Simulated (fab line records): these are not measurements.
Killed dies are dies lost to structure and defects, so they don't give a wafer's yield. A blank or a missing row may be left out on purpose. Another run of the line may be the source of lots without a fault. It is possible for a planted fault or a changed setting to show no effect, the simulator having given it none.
Struck lot and sound lot, side by side -- flow sky130 -- 16 steps out of a route of 708
Sound: wafers L321.3, L321.5, L321.6. Struck: wafers L327.1, L327.3. (L327.4 of the same lot was not struck and is left out.) The cause comes at the end.
At each step with rows: each side's tool, then ch and its chambers, then its first start. Under that, the readings that differ: sound wafers -- struck wafers -- difference of the means -- sigmas: that difference in standard deviations of wafers without a fault.
alike: same words and numbers on both sides, and readings whose means sit less than 2 such deviations apart. not compared: any withheld reading, any reading some wafer has no value for, any bound like >300 that may hide the same value, and any number with overlapping values for which the record gives no deviation.
A row with sigmas, a row that says differs or no value, or rows on one side alone: a step with any of these is where the two part. Numbers that don't overlap but have no deviation are shown without sigmas and don't part them. A reading missing from all wafers of one side parts the sides only when that side holds two or more wafers.

first, 9 steps without rows for these wafers: SKY_CAP2M_CLEAN_17 (cleans in O3/DIW); SKY_METAL4_DEHYDRATE_05 (time 60 s); SKY_METAL4_HMDS_06 (prime time 60 s); SKY_METAL4_COAT_07 (resist thk 60 nm); SKY_METAL4_COAT_08 (resist thk 1140 nm); SKY_METAL4_SOFTBAKE_09 (time 90 s); SKY_METAL4_EXPOSE_10 (exposes mask MM4, target cd 300 nm); SKY_METAL4_PEB_11; SKY_METAL4_DEVELOP_12 (develop time 60 s).
SKY_METAL4_CD_MEAS_13 targets a cd of 300 nm.
  struck on cd-sem-02, day 44 03:16; sound on cd-sem-01, day 42 07:55
  alike: cd-nm
SKY_METAL4_OVL_MEAS_14:
  struck on overlay-02, day 44 03:23; sound on overlay-02, day 42 08:01
  alike: METAL4_OVL
SKY_METAL4_DESCUM_15: chemistry O2, time 8 s.
  sound on rie-metal-04 ch 0,1, day 42 08:02; struck on rie-metal-04 ch 0, day 44 03:26
  alike: drypump-motor-current-A, oes-product-au, rf-fwd-power-W
  not compared: rf-hours-counter-h
SKY_METAL4_ETCH_16: etches BARC in N2/H2, stops on SiO2, time 88.2 s, target depth 60 nm.
  sound on rie-metal-04 ch 0,1, day 42 08:06; struck on rie-metal-04 ch 0, day 44 03:28
reading,sound,struck,difference,sigmas
rf-fwd-power-W (W),499.1 498.7 494.6,574.0 575.7,+77.4,+52
model.KrF-thick_of_METAL4_COAT_08.thk-nm (nm),1069 1069 1072,1077 1074,+6,
model.METAL4.cd-nm (nm),300.3 300.7 300.4,294.6 295.1,-5.6,
model.SiO2_of_CAP2M_CVD_00.thk-nm (nm),15.34 15.66 15.62,15.18 14.84,-0.53,
  alike: bias-w, drypump-motor-current-A, oes-product-au, throttle-valve-pct
  not compared: rf-hours-counter-h
SKY_METAL4_ETCH_17: etches SiO2 in C4F8/O2/Ar, stops on TiN, time 3.9 s, target depth 15 nm.
  sound on rie-diel-04 ch 0,1,2, day 42 08:10; struck on rie-diel-02 ch 1,3, day 44 03:34
reading,sound,struck,difference,sigmas
model.METAL4.cd-nm (nm),300.3 300.6 300.3,294.6 295.1,-5.6,
model.etch.depth-nm (nm),15.34 15.66 15.62,15.18 14.84,-0.53,
  alike: bias-w, oes-product-au, rf-fwd-power-W
  not compared: rf-hours-counter-h
SKY_METAL4_METAL_ETCH_18: etches the open film in Cl2/BCl3, stops on SiO2, target depth 845 nm, time 183.1 s.
  sound on rie-metal-02 ch 0,1, day 42 08:14; struck on rie-metal-03 ch 0, day 44 03:35
reading,sound,struck,difference,sigmas
drypump-motor-current-A (A),5.1 5.7 5.1,6.8 6.8,+1.5,+3
  alike: bias-w, oes-product-au, rf-fwd-power-W, throttle-valve-pct
  not compared: rf-hours-counter-h
-- the record jumps here: 4 days lie between the struck wafers' starts before and after (it left off in module METAL4 and takes up again in module PAD_OPEN, whose first step shown is number 708 of the route) --
SKY_PAD_OPEN_PROBE_99:
  struck on prober-02, day 47 21:16; sound on prober-01, day 46 07:08
reading,sound,struck,difference,sigmas
sort_bin_3_pad_short (%),0.6 0.8 1.0,1.2 2.2,+0.9,+2
  alike: defect-limited-yield, killed_at_M0_to_M3, killed_at_M4_up, killed-at-contacts, killed-at-front-end, killed-at-other, killed-dies, killed-open, killed-short, sort_bin_5_function, sort_bin_6_memory, sort-n-pass, sort-yield-pct

## WHERE THEY PART
First at SKY_METAL4_ETCH_16; last, within this record, at SKY_PAD_OPEN_PROBE_99.

WHY: whatever the simulator had introduced
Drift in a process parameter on rie-metal-04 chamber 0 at SKY_METAL4_ETCH_16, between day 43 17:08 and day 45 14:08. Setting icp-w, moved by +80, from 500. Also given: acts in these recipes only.
